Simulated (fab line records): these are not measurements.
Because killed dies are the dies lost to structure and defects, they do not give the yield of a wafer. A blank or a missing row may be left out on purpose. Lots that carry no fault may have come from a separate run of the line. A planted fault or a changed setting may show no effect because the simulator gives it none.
What tool caused it?	flow gf180mcu	13 lots with 37 wafers sampled at 4 steps, on a route of 602 steps

WHAT THE GAUGES SHOWED, per wafer
GF_V5_THK_MEAS_25: measures by xrf.
lot	measured	on	V5_W_THK (nm)
L810	day 27 05:43	film_metro-03	350 353 351
L811	day 27 14:56	film_metro-03	356 358 355
L812	day 27 17:18	film_metro-03	350 346 349
L814	day 28 12:33	film_metro-03	357 359 356
L816	day 29 03:00	film_metro-03	346 347 349
L817	day 29 12:01	film_metro-01	365 365 361
L821	day 30 13:35	film_metro-01	354 355 357
L823	day 31 04:37	film_metro-03	344
L826	day 31 21:45	film_metro-03	346 348 341
L827	day 32 03:32	film_metro-01	350 355 352
L829	day 32 14:31	film_metro-02	358 353 353
L830	day 32 18:10	film_metro-02	345 348 347
L832	day 33 09:44	film_metro-02	349 348 351

WHICH TOOL RAN EACH LOT (tool, then ch and the chambers of the sampled wafers, then the start)
lot	GF_V2_CVD_00	GF_MIM_SPUTTER_00	GF_MIM_SPUTTER_02
L810	hdpcvd-01 ch 1,2, day 19 04:05	pvd_sputter-02, day 24 11:32	pvd_sputter-02, day 24 11:40
L811	hdpcvd-02 ch 1,2, day 19 16:02	pvd_sputter-04, day 24 20:50	pvd_sputter-04, day 24 20:58
L812	hdpcvd-02 ch 0,1,2, day 19 22:53	pvd_sputter-02, day 25 00:08	pvd_sputter-02, day 25 00:16
L814	hdpcvd-02 ch 1,2, day 20 17:43	pvd_sputter-04, day 25 19:43	pvd_sputter-04, day 25 19:51
L816	hdpcvd-02 ch 1,2, day 21 13:52	pvd_sputter-04, day 26 11:26	pvd_sputter-04, day 26 11:34
L817	hdpcvd-02 ch 0,1,2, day 21 23:34	pvd_sputter-04, day 26 20:04	pvd_sputter-04, day 26 20:12
L821	hdpcvd-01 ch 0,1,2, day 23 09:35	pvd_sputter-04, day 28 01:55	pvd_sputter-04, day 28 02:04
L823	hdpcvd-02 ch 2, day 24 02:56	pvd_sputter-02, day 28 17:11	pvd_sputter-02, day 28 17:17
L826	hdpcvd-01 ch 0,1, day 24 21:17	pvd_sputter-01, day 29 10:35	pvd_sputter-01, day 29 10:43
L827	hdpcvd-01 ch 0,2, day 25 08:35	pvd_sputter-01, day 29 19:18	pvd_sputter-01, day 29 19:26
L829	hdpcvd-01 ch 0,1,2, day 25 19:20	pvd_sputter-02, day 30 06:43	pvd_sputter-02, day 30 06:51
L830	hdpcvd-01 ch 0,2, day 26 01:14	pvd_sputter-04, day 30 11:37	pvd_sputter-04, day 30 11:45
L832	hdpcvd-01 ch 0,1,2, day 26 19:26	pvd_sputter-02, day 31 03:59	pvd_sputter-02, day 31 04:07
- GF_V2_CVD_00: deposits SiO2, target thk 600 nm, time 100 s.
- GF_MIM_SPUTTER_00: material Ti, target thk 37.5 nm, time 150 s.
- GF_MIM_SPUTTER_02: material AlCu, target thk 450 nm, time 23.9 s.

AS READ BY THE TOOLS THEMSELVES (means over the sampled wafers that have a number; for cases with no such wafer, the mark the record gives instead)
GF_MIM_SPUTTER_00.
lot	tool	throttle_valve_pct (%)
L810	pvd_sputter-02	31.1
L811	pvd_sputter-04	30.8
L812	pvd_sputter-02	29.6
L814	pvd_sputter-04	31.1
L816	pvd_sputter-04	30.6
L817	pvd_sputter-04	30.8
L821	pvd_sputter-04	30.6
L823	pvd_sputter-02	26.8
L826	pvd_sputter-01	28.5
L827	pvd_sputter-01	29.6
L829	pvd_sputter-02	31.0
L830	pvd_sputter-04	30.9
L832	pvd_sputter-02	29.7

GF_MIM_SPUTTER_02.
lot	tool	throttle_valve_pct (%)
L810	pvd_sputter-02	31.0
L811	pvd_sputter-04	30.8
L812	pvd_sputter-02	29.6
L814	pvd_sputter-04	31.0
L816	pvd_sputter-04	30.7
L817	pvd_sputter-04	30.5
L821	pvd_sputter-04	30.5
L823	pvd_sputter-02	26.9
L826	pvd_sputter-01	28.7
L827	pvd_sputter-01	29.5
L829	pvd_sputter-02	30.9
L830	pvd_sputter-04	31.1
L832	pvd_sputter-02	29.6

THE ANSWER, worked out from the rows above alone
Rule: the lots themselves supply what counts as usual. Put in order of their means at a reading, lots are off if they are a third of the lots or fewer, leave a main group of 4 or more, and stand apart from it by a gap of 3 or more times the standard deviation of the main group's means; of several such gaps the widest counts. Not used: any main group whose means are identical at the precision the tables above print for the reading. A lot without any number at a reading at which 4 lots or more have one is off too. All remaining lots with rows at the step are treated as sound. Order of review: gauges by route order, followed by the tools' own readings, for which a lot's mean as printed above is used. At the first step where some lot is off, the reading lying furthest off is the one used; lots without a number count as furthest.
None of the lots is off at any reading shown; this tells nothing.

WHAT HAD BEEN PUT IN BY THE SIMULATOR
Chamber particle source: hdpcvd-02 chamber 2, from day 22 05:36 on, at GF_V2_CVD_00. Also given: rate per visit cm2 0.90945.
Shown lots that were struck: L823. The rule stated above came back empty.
